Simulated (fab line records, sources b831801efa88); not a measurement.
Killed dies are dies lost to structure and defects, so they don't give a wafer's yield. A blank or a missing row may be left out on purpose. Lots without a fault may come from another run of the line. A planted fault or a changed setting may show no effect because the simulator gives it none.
A struck lot beside a sound one | flow sky130 | 15 steps out of a route of 708
Sound: wafers L798.1, L798.4, L798.5. Struck: wafers L806.1, L806.5, L806.6. The cause comes at the end.
At each step with rows: each side's tool, then ch and its chambers, then its first start. Under that, the readings that differ: sound wafers | struck wafers | difference of the means | sigmas: that difference in standard deviations of wafers without a fault.
alike: readings whose means differ by less than 2 such deviations, and words and numbers that are the same on both sides. not compared: withheld readings, readings that some wafer has no value for, bounds like >300 that may hide the same value, and numbers for which the record gives no deviation and whose values overlap.
The two part at a step that has a row with sigmas, a row that says differs or no value, or rows on one side only. Numbers that don't overlap but have no deviation are shown without sigmas and don't part them. A reading that every wafer of one side lacks parts them only if that side has two wafers or more.

first, 5 steps without rows for these wafers: SKY_LDD_N_COAT_02 (resist thk 300 nm); SKY_LDD_N_SOFTBAKE_03 (time 60 s); SKY_LDD_N_EXPOSE_04 (exposes mask NTM, target cd 840 nm); SKY_LDD_N_PEB_05; SKY_LDD_N_DEVELOP_06 (develop time 60 s).
SKY_LDD_N_OVL_MEAS_07:
  sound on overlay-01, day 17 12:26; struck on overlay-01, day 20 21:17
  alike: LDD_N_OVL
then, 6 steps without rows for these wafers: SKY_LDD_N_IMPLANT_08; SKY_LDD_N_IMPLANT_09; SKY_LDD_N_IMPLANT_10; SKY_LDD_N_IMPLANT_11; SKY_LDD_N_IMPLANT_12; SKY_LDD_N_IMPLANT_13.
SKY_LDD_N_IMPLANT_14:
  sound on implanter-02 ch 0, day 17 13:22; struck on implanter-04 ch 0, day 20 22:13
  reading                   | sound                         | struck                        | difference | sigmas
  dose_ions_cm2             | 5.012e+12 5.007e+12 5.002e+12 | 4.998e+12 4.987e+12 5.003e+12 | -1.100e+10 | -2
  implant_ion_amu           | 49 49 49                      | 11 11 11                      | -38        |
  model.implant.rp_nm (nm)  | 32.77 32.77 32.77             | 138.7 138.7 138.7             | +105.9     |
  model.implant.drp_nm (nm) | 18.83 18.83 18.83             | 60.76 60.76 60.76             | +41.93     |
then, 1 step without rows for these wafers: SKY_LDD_N_IMPLANT_15.
-- the record jumps here: 27 days lie between the struck wafers' starts before and after (it left off in module LDD_N and takes up again in module PAD_OPEN, whose first step shown is number 708 of the route) --
SKY_PAD_OPEN_PROBE_99:
  sound on prober-02, day 45 14:14; struck on prober-01, day 47 20:05
  reading                                          | sound                | struck               | difference | sigmas
  model.etest.tip_p.rs_ohm_sq                      | 6860 6899 6842       | 6599 6536 6538       | -309       |
  model.etest.tip_n_5v.rs_ohm_sq                   | 1382 1391 1392       | 1415 1402 1402       | +18        |
  model.etest.tip_n.rs_ohm_sq                      | 441.3 439.3 439.5    | 433 437.3 435.4      | -5         |
  model.etest.diode_ndiff_pwell.leak_log10_a_cm2   | -7.358 -7.442 -7.584 | -6.263 -6.323 -6.116 | +1.227     |
  model.etest.diode_ndiff_fingers.leak_log10_a_cm2 | -6.367 -6.656 -6.628 | -5.887 -6.124 -6.064 | +0.525     |
  model.etest.nfet_01v8_swapped.off_log10_a_um     | -13.47 -13.34 -13.3  | -13.12 -13 -13.06    | +0.31      |
  model.etest.nfet_01v8_turned.off_log10_a_um      | -13.33 -13.32 -13.36 | -12.99 -13.09 -13.01 | +0.31      |
  alike: killed_at_M0_to_M3, killed_at_M4_up, killed_at_contacts, killed_at_front_end, killed_at_other, killed_dies, killed_open, killed_short
  not compared: model.etest.tip_p_5v.rs_ohm_sq

WHERE THEY PART
Only at SKY_LDD_N_IMPLANT_14, within this record. Later steps at which nothing parts them and some readings are alike: SKY_PAD_OPEN_PROBE_99.

WHY: what the simulator had put in
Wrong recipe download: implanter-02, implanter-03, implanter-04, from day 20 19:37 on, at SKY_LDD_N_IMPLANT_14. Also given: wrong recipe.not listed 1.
